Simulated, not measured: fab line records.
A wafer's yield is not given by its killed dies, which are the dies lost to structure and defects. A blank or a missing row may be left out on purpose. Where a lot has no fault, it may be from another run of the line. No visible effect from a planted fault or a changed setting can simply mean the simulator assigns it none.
2 desks looking at one fault ; flow sky130 ; only its own numbers are on each desk; what lay behind them is given at the end

THE METROLOGY DESK
What the gauges read, lot by lot, whatever tool the lot ran on: means of the sampled wafers that have a number. Any lot whose mean is over 4 standard deviations away from the usual mean is out of limits and marked OUT; that distance is given in the brackets.
Columns: A = VIA3_BOW at SKY_VIA3_BOW_MEAS_03, usual 79 um; B = cd nm at SKY_VIA3_CD_MEAS_12, usual 199.6 nm; C = VIA3_OVL at SKY_VIA3_OVL_MEAS_13, usual -3 nm
lot;first seen here;A;B;C
L165;day 38 11:13;71;200.1;-10
L171;day 40 10:26;63;200.8;-5
L175;day 41 12:05;83;199.2;-9
L177;day 44 04:10;76;200.3;-7
L184;day 44 08:18;85;199.9;0
L187;day 44 12:28;74;197.7;-11
Finding of this desk: none of the 6 lots has anything out of limits.

FOR THE TOOL OWNER'S DESK: rie diel-02
The tool's own readings at SKY_VIA3_ETCH_14 (etches BARC in N2/H2, stops on SiO2, time 45.9 s, target depth 60 nm): means of the sampled wafers that have a number, for each lot that ran on this tool. Any lot whose mean is over 4 standard deviations away from the usual mean is out of limits and marked OUT; that distance is given in the brackets.
Columns: A = drypump motor current A at SKY_VIA3_ETCH_14, usual 5.7 A; B = oes product au at SKY_VIA3_ETCH_14, usual 0.856 a.u.; C = throttle valve pct at SKY_VIA3_ETCH_14, usual 13.225 %
lot;first seen here;A;B;C
L165;day 39 12:24;5.5;0.860;13.226
L171;day 41 09:34;5.5;0.855;13.227
L175;day 42 11:39;5.6;0.857;13.229
L187;day 45 10:25;5.5;0.856;13.230
Finding of this desk: none of the 4 lots has anything out of limits.

TAKEN TOGETHER
Nothing out of limits was seen by the metrology desk.
The desk of the tool owner found nothing out of limits.

WHAT THE SIMULATOR PUT IN
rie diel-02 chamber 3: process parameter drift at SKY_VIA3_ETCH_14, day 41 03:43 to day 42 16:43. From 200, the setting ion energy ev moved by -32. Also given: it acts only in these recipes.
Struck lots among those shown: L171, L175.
